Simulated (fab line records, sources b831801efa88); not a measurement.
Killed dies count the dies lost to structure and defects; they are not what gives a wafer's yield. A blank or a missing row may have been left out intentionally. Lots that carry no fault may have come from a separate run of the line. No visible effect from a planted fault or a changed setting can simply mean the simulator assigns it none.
Which of the tools did it? + flow gf180mcu + Sampling: 24 lots, 72 wafers, 4 of 602 route steps

WHAT THE GAUGES READ, wafer by wafer
GF_V4_CD_MEAS_14 targets a cd of 260 nm.
| lot  | measured     | on       | cdNm (nm)         |
|------|--------------|----------|-------------------|
| L074 | day 26 12:41 | cdSem-01 | 260.4 260.3 260.9 |
| L075 | day 27 00:06 | cdSem-01 | 259.2 260.4 259.4 |
| L076 | day 27 06:22 | cdSem-01 | 259.6 258.6 257.9 |
| L077 | day 27 14:40 | cdSem-02 | 258.7 259.4 259.0 |
| L078 | day 27 19:07 | cdSem-02 | 260.9 261.6 262.1 |
| L079 | day 28 05:49 | cdSem-01 | 260.4 260.9 260.1 |
| L080 | day 28 09:44 | cdSem-02 | 260.4 258.1 257.9 |
| L081 | day 28 16:46 | cdSem-01 | 260.6 261.2 261.4 |
| L082 | day 29 05:11 | cdSem-01 | 259.4 259.7 259.5 |
| L083 | day 29 09:22 | cdSem-02 | 263.1 262.7 261.8 |
| L084 | day 29 17:50 | cdSem-02 | 258.9 258.7 259.5 |
| L085 | day 30 01:37 | cdSem-02 | 258.1 259.3 259.3 |
| L086 | day 30 04:04 | cdSem-02 | 260.6 259.6 259.6 |
| L087 | day 30 10:08 | cdSem-01 | 258.8 259.8 258.9 |
| L088 | day 30 20:38 | cdSem-01 | 257.2 259.5 258.2 |
| L089 | day 30 23:29 | cdSem-02 | 261.6 260.7 260.2 |
| L090 | day 31 05:30 | cdSem-02 | 260.1 260.7 259.5 |
| L091 | day 31 14:13 | cdSem-01 | 258.1 256.5 257.0 |
| L092 | day 31 17:16 | cdSem-01 | 259.2 259.8 258.8 |
| L093 | day 31 23:37 | cdSem-02 | 261.4 261.3 262.0 |
| L094 | day 32 03:10 | cdSem-01 | 262.4 262.9 261.1 |
| L095 | day 32 11:01 | cdSem-01 | 261.9 261.9 261.3 |
| L096 | day 32 18:31 | cdSem-01 | 258.4 258.5 259.0 |
| L097 | day 32 22:03 | cdSem-02 | 260.9 259.7 260.1 |

WHICH TOOL RAN EACH LOT (tool, then ch and the chambers of the sampled wafers, then the start)
| lot  | GF_V3_CVD_02                    | GF_V3_ETCH_16                     | GF_V4_CMP_04                  |
|------|---------------------------------|-----------------------------------|-------------------------------|
| L074 | pecvd-02 ch 0,2, day 23 11:51   | rieDiel-04 ch 0,1,3, day 24 12:49 | cmp-01 ch 0,3, day 25 14:12   |
| L075 | pecvd-02 ch 0,1,2, day 24 01:28 | rieDiel-02 ch 0,1,3, day 25 00:55 | cmp-02 ch 0,2,3, day 26 01:41 |
| L076 | pecvd-02 ch 0,1,2, day 24 07:40 | rieDiel-02 ch 0,2,3, day 25 06:46 | cmp-01 ch 0,1,2, day 26 07:52 |
| L077 | pecvd-02 ch 1,2, day 24 15:56   | rieDiel-02 ch 1,3, day 25 15:37   | cmp-01 ch 1,3, day 26 16:23   |
| L078 | pecvd-03 ch 0,1,2, day 24 20:04 | rieDiel-01 ch 0,3, day 25 19:29   | cmp-02 ch 1,2, day 26 21:00   |
| L079 | pecvd-04 ch 0,1,2, day 25 07:52 | rieDiel-02 ch 0,2, day 26 07:11   | cmp-02 ch 0,2,3, day 27 08:03 |
| L080 | pecvd-03 ch 0,2, day 25 13:18   | rieDiel-04 ch 0,2,3, day 26 11:41 | cmp-01 ch 1,2,3, day 27 12:10 |
| L081 | pecvd-03 ch 0,2, day 25 18:40   | rieDiel-02 ch 2,3, day 26 17:37   | cmp-02 ch 1,2,3, day 27 19:11 |
| L082 | pecvd-02 ch 1,2, day 26 09:52   | rieDiel-02 ch 0,2, day 27 09:14   | cmp-01 ch 0,2,3, day 28 08:37 |
| L083 | pecvd-03 ch 1,2, day 26 14:33   | rieDiel-01 ch 2,3, day 27 12:50   | cmp-02 ch 0,1,2, day 28 12:30 |
| L084 | pecvd-02 ch 0,1,2, day 26 23:12 | rieDiel-04 ch 0,1,3, day 27 21:05 | cmp-01 ch 1,2, day 28 20:43   |
| L085 | pecvd-04 ch 0,1,2, day 27 05:56 | rieDiel-02 ch 0,2,3, day 28 04:23 | cmp-01 ch 0,1,2, day 29 04:15 |
| L086 | pecvd-04 ch 0,1,2, day 27 10:27 | rieDiel-02 ch 1,2,3, day 28 07:59 | cmp-02 ch 0,1, day 29 07:21   |
| L087 | pecvd-02 ch 0,1,2, day 27 16:59 | rieDiel-02 ch 0,1,3, day 28 14:37 | cmp-02 ch 0,1,2, day 29 14:14 |
| L088 | pecvd-03 ch 0,1, day 28 03:01   | rieDiel-01 ch 0,3, day 29 00:43   | cmp-02 ch 0,2,3, day 30 00:20 |
| L089 | pecvd-02 ch 0,1, day 28 07:29   | rieDiel-01 ch 0,2,3, day 29 04:40 | cmp-02 ch 0,1, day 30 03:15   |
| L090 | pecvd-03 ch 1,2, day 28 12:52   | rieDiel-02 ch 0,1,3, day 29 10:22 | cmp-01 ch 0,1, day 30 09:29   |
| L091 | pecvd-04 ch 0,2, day 28 23:22   | rieDiel-02 ch 1,2,3, day 29 20:28 | cmp-01 ch 0,1,2, day 30 19:00 |
| L092 | pecvd-02 ch 0,1,2, day 29 02:53 | rieDiel-01 ch 1,2, day 29 23:43   | cmp-01 ch 0,3, day 30 21:41   |
| L093 | pecvd-02 ch 0,1,2, day 29 08:34 | rieDiel-02 ch 0,2,3, day 30 05:52 | cmp-02 ch 0,2,3, day 31 04:25 |
| L094 | pecvd-03 ch 1,2, day 29 12:33   | rieDiel-01 ch 0,1,2, day 30 09:35 | cmp-02 ch 0,1,2, day 31 07:58 |
| L095 | pecvd-04 ch 0,1, day 29 21:23   | rieDiel-02 ch 0,2,3, day 30 18:17 | cmp-01 ch 0,1,2, day 31 15:53 |
| L096 | pecvd-03 ch 0,1,2, day 30 06:00 | rieDiel-02 ch 0,1,2, day 31 02:38 | cmp-02 ch 0,2,3, day 32 00:14 |
| L097 | pecvd-04 ch 1,2, day 30 10:03   | rieDiel-02 ch 0,1,3, day 31 05:56 | cmp-02 ch 0,2,3, day 32 03:53 |
- GF_V3_CVD_02: deposits SiO2 from TEOS, target thk 850 nm, time 94.851 s.
- GF_V3_ETCH_16: etches BARC in N2/H2.
- GF_V4_CMP_04: polishes SiO2.

WHAT THE TOOLS THEMSELVES READ (means of the sampled wafers that have a number; where no wafer has one, the mark that the record gives instead)
GF_V3_CVD_02.
| lot  | tool     | heaterPowerOuterW (W) | heaterPowerW (W) | rfFwdPowerW (W) |
|------|----------|-----------------------|------------------|-----------------|
| L074 | pecvd-02 | 399                   | 683              | 597.3           |
| L075 | pecvd-02 | 378                   | 646              | 596.8           |
| L076 | pecvd-02 | 419                   | 681              | 595.8           |
| L077 | pecvd-02 | 422                   | 659              | 596.9           |
| L078 | pecvd-03 | 362                   | 627              | 597.0           |
| L079 | pecvd-04 | 407                   | 704              | 593.9           |
| L080 | pecvd-03 | 345                   | 611              | 595.9           |
| L081 | pecvd-03 | 381                   | 643              | 595.8           |
| L082 | pecvd-02 | 393                   | 631              | 596.9           |
| L083 | pecvd-03 | 314                   | 572              | 595.5           |
| L084 | pecvd-02 | 343                   | 575              | 597.8           |
| L085 | pecvd-04 | 365                   | 640              | 594.9           |
| L086 | pecvd-04 | 427                   | 742              | 593.9           |
| L087 | pecvd-02 | 389                   | 637              | 596.7           |
| L088 | pecvd-03 | 417                   | 711              | 594.3           |
| L089 | pecvd-02 | 363                   | 629              | 595.1           |
| L090 | pecvd-03 | 355                   | 640              | 597.0           |
| L091 | pecvd-04 | 419                   | 707              | 595.1           |
| L092 | pecvd-02 | 345                   | 588              | 597.2           |
| L093 | pecvd-02 | 373                   | 618              | 597.5           |
| L094 | pecvd-03 | 347                   | 631              | 597.6           |
| L095 | pecvd-04 | 401                   | 700              | 596.2           |
| L096 | pecvd-03 | 384                   | 667              | 596.5           |
| L097 | pecvd-04 | 399                   | 708              | 594.6           |

GF_V3_ETCH_16.
| lot  | tool       | drypumpMotorCurrentA (A) | n2FlowSccm (sccm) | oesProductAu (a.u.) | rfFwdPowerW (W) | throttleValvePct (%) |
|------|------------|--------------------------|-------------------|---------------------|-----------------|----------------------|
| L074 | rieDiel-04 | 5.4                      | 100.03            | 0.854               | 495.4           | 13.226               |
| L075 | rieDiel-02 | 5.9                      | 99.72             | 0.855               | 494.6           | 13.224               |
| L076 | rieDiel-02 | 5.8                      | 100.26            | 0.858               | 495.0           | 13.227               |
| L077 | rieDiel-02 | 5.9                      | 100.18            | 0.856               | 494.4           | 13.230               |
| L078 | rieDiel-01 | 5.4                      | 99.80             | 0.851               | 493.1           | 13.225               |
| L079 | rieDiel-02 | 6.1                      | 99.86             | 0.852               | 493.6           | 13.231               |
| L080 | rieDiel-04 | 5.4                      | 100.02            | 0.848               | 496.1           | 13.230               |
| L081 | rieDiel-02 | 5.7                      | 100.05            | 0.856               | 496.8           | 13.233               |
| L082 | rieDiel-02 | 6.1                      | 99.91             | 0.857               | 493.9           | 13.226               |
| L083 | rieDiel-01 | 5.8                      | 99.75             | 0.853               | 496.8           | 13.222               |
| L084 | rieDiel-04 | 5.4                      | 99.80             | 0.855               | 495.7           | 13.228               |
| L085 | rieDiel-02 | 5.8                      | 100.07            | 0.852               | 494.7           | 13.227               |
| L086 | rieDiel-02 | 5.8                      | 99.85             | 0.850               | 494.8           | 13.229               |
| L087 | rieDiel-02 | 6.0                      | 99.84             | 0.855               | 493.5           | 13.231               |
| L088 | rieDiel-01 | 5.4                      | 99.81             | 0.853               | 494.7           | 13.223               |
| L089 | rieDiel-01 | 5.8                      | 99.96             | 0.855               | 493.9           | 13.230               |
| L090 | rieDiel-02 | 5.9                      | 99.93             | 0.856               | 494.4           | 13.223               |
| L091 | rieDiel-02 | 5.8                      | 99.85             | 0.854               | 492.9           | 13.222               |
| L092 | rieDiel-01 | 6.1                      | 100.14            | 0.852               | 493.7           | 13.217               |
| L093 | rieDiel-02 | 5.8                      | 99.78             | 0.861               | 496.4           | 13.223               |
| L094 | rieDiel-01 | 6.2                      | 99.80             | 0.855               | 493.7           | 13.224               |
| L095 | rieDiel-02 | 5.9                      | 100.13            | 0.848               | 496.1           | 13.224               |
| L096 | rieDiel-02 | 6.1                      | 99.76             | 0.852               | 492.7           | 13.225               |
| L097 | rieDiel-02 | 5.9                      | 99.97             | 0.857               | 494.7           | 13.222               |

GF_V4_CMP_04.
| lot  | tool   | motorCurrentA (A) | timeToEndpointS (s) |
|------|--------|-------------------|---------------------|
| L074 | cmp-01 | 11.1              | 76                  |
| L075 | cmp-02 | 11.5              | 82                  |
| L076 | cmp-01 | 11.6              | 75                  |
| L077 | cmp-01 | 10.7              | 78                  |
| L078 | cmp-02 | 13.5              | 83                  |
| L079 | cmp-02 | 12.0              | 79                  |
| L080 | cmp-01 | 10.3              | 80                  |
| L081 | cmp-02 | 12.6              | 83                  |
| L082 | cmp-01 | 11.3              | 84                  |
| L083 | cmp-02 | 12.4              | 77                  |
| L084 | cmp-01 | 11.3              | 84                  |
| L085 | cmp-01 | 11.3              | 82                  |
| L086 | cmp-02 | 12.8              | 85                  |
| L087 | cmp-02 | 12.8              | 78                  |
| L088 | cmp-02 | 11.2              | 79                  |
| L089 | cmp-02 | 13.1              | 82                  |
| L090 | cmp-01 | 11.4              | 86                  |
| L091 | cmp-01 | 11.6              | 83                  |
| L092 | cmp-01 | 11.7              | 87                  |
| L093 | cmp-02 | 11.7              | 80                  |
| L094 | cmp-02 | 13.0              | 81                  |
| L095 | cmp-01 | 11.3              | 86                  |
| L096 | cmp-02 | 11.5              | 85                  |
| L097 | cmp-02 | 11.6              | 87                  |

THE ANSWER, worked out from the rows above alone
Rule: the lots themselves supply what counts as usual. The widest of any qualifying gaps counts: lots, ordered by their means at a reading, are off when they make up no more than a third of the lots, leave a main group of 4 or more, and stand apart from it by 3 or more times the standard deviation of that group's means. Not used: any main group whose means are identical at the precision the tables above print for the reading. A lot without any number at a reading at which 4 lots or more have one is off too. All remaining lots with rows at the step are treated as sound. After the gauges, taken in route order, come the tools' own readings; for these a lot's mean is taken, as printed above. The first step at which some lot is off is used, and at that step the reading that is off furthest; a lot without a number counts as furthest.
Across all readings shown, no lot is off: no conclusion can be drawn from this.

WHAT THE SIMULATOR PUT IN
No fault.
